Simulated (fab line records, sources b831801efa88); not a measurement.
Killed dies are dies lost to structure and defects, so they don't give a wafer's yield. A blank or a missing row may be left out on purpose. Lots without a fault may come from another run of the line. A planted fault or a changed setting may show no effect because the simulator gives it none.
Which tool did it? | flow sky130 | 13 lots, 39 wafers sampled, at 3 steps of a route of 708

WHAT THE GAUGES READ, wafer by wafer
SKY_VIA2_CD_MEAS_12: target cd 200 nm.
lot  | measured     | on        | cd_nm (nm)
L493 | day 36 02:11 | cd_sem-02 | 200.1 200.6 199.6
L494 | day 36 18:18 | cd_sem-01 | 199.5 200.2 198.9
L495 | day 36 22:04 | cd_sem-02 | 197.8 198.2 199.1
L496 | day 37 03:50 | cd_sem-02 | 199.7 200.6 200.2
L497 | day 37 11:31 | cd_sem-01 | 199.8 199.5 200.5
L505 | day 39 23:10 | cd_sem-01 | 197.0 199.4 199.4
L507 | day 40 16:10 | cd_sem-01 | 201.2 200.3 201.1
L508 | day 41 06:36 | cd_sem-02 | 200.3 201.0 199.7
L510 | day 41 21:00 | cd_sem-01 | 201.3 202.6 202.1
L511 | day 41 23:07 | cd_sem-02 | 203.8 203.7 203.3
L516 | day 43 14:14 | cd_sem-02 | 198.9 199.4 198.8
L515 | day 43 15:57 | cd_sem-01 | 200.6 201.5 202.5
L514 | day 43 20:38 | cd_sem-01 | 199.3 200.4 200.5

SKY_VIA2_RS_MEAS_22: measures by four-point-probe.
lot  | measured     | on            | VIA2_W_RS (ohm/sq)
L493 | day 36 03:14 | film_metro-03 | 0.2745 0.2742 0.2718
L494 | day 36 19:23 | film_metro-03 | 0.2741 0.2747 0.2750
L495 | day 36 23:06 | film_metro-03 | 0.2704 0.2662 0.2705
L496 | day 37 04:52 | film_metro-02 | 0.2742 0.2743 0.2784
L497 | day 37 12:35 | film_metro-03 | 0.2710 0.2724 0.2706
L505 | day 40 00:13 | film_metro-04 | 0.2744 0.2736 0.2721
L507 | day 40 17:15 | film_metro-03 | 0.2696 0.2698 0.2730
L508 | day 41 07:41 | film_metro-02 | 0.2719 0.2716 0.2718
L510 | day 41 22:03 | film_metro-03 | 0.2679 0.2680 0.2714
L511 | day 42 00:10 | film_metro-02 | 0.2669 0.2733 0.2683
L516 | day 43 15:17 | film_metro-03 | 0.2733 0.2712 0.2717
L515 | day 43 17:00 | film_metro-02 | 0.2764 0.2738 0.2756
L514 | day 43 21:41 | film_metro-02 | 0.2690 0.2683 0.2696

WHICH TOOL RAN EACH LOT (tool, then ch and the chambers of the sampled wafers, then the start)
lot  | SKY_METAL2_SPUTTER_00
L493 | pvd_sputter-04, day 33 19:50
L494 | pvd_sputter-04, day 34 13:08
L495 | pvd_sputter-02, day 34 16:24
L496 | pvd_sputter-02, day 34 21:47
L497 | pvd_sputter-02, day 35 06:00
L505 | pvd_sputter-04, day 37 18:34
L507 | pvd_sputter-04, day 38 12:25
L508 | pvd_sputter-04, day 39 03:17
L510 | pvd_sputter-04, day 39 18:59
L511 | pvd_sputter-01, day 39 20:53
L516 | pvd_sputter-02, day 41 13:14
L515 | pvd_sputter-02, day 41 15:52
L514 | pvd_sputter-04, day 41 19:34
- SKY_METAL2_SPUTTER_00: material Ti, target thk 15 nm, time 10 s.

WHAT THE TOOLS THEMSELVES READ (means of the sampled wafers that have a number; where no wafer has one, the mark that the record gives instead)
SKY_METAL2_SPUTTER_00.
lot  | tool           | throttle_valve_pct (%)
L493 | pvd_sputter-04 | 29.8
L494 | pvd_sputter-04 | 30.0
L495 | pvd_sputter-02 | 30.1
L496 | pvd_sputter-02 | 30.5
L497 | pvd_sputter-02 | 29.6
L505 | pvd_sputter-04 | 29.0
L507 | pvd_sputter-04 | 29.2
L508 | pvd_sputter-04 | 29.5
L510 | pvd_sputter-04 | 30.0
L511 | pvd_sputter-01 | 29.2
L516 | pvd_sputter-02 | 29.3
L515 | pvd_sputter-02 | 29.2
L514 | pvd_sputter-04 | 30.1

THE ANSWER, worked out from the rows above alone
Rule: what is usual is taken from the lots themselves. Put in order of their means at a reading, lots are off if they are a third of the lots or fewer, leave a main group of 4 or more, and stand apart from it by a gap of 3 or more times the standard deviation of the main group's means; of several such gaps the widest counts. A main group whose means are all the same, to the digits that the tables above print for the reading, isn't used. A lot without any number at a reading at which 4 lots or more have one is off too. The other lots that the step has rows for count as sound. The gauges are gone through in route order, then the tools' own readings, and for those a lot's mean is taken as printed above. The first step at which some lot is off is used, and at that step the reading that is off furthest; a lot without a number counts as furthest.
No lot is off at any reading shown: from this, nothing can be told.

WHAT THE SIMULATOR HAD PUT IN
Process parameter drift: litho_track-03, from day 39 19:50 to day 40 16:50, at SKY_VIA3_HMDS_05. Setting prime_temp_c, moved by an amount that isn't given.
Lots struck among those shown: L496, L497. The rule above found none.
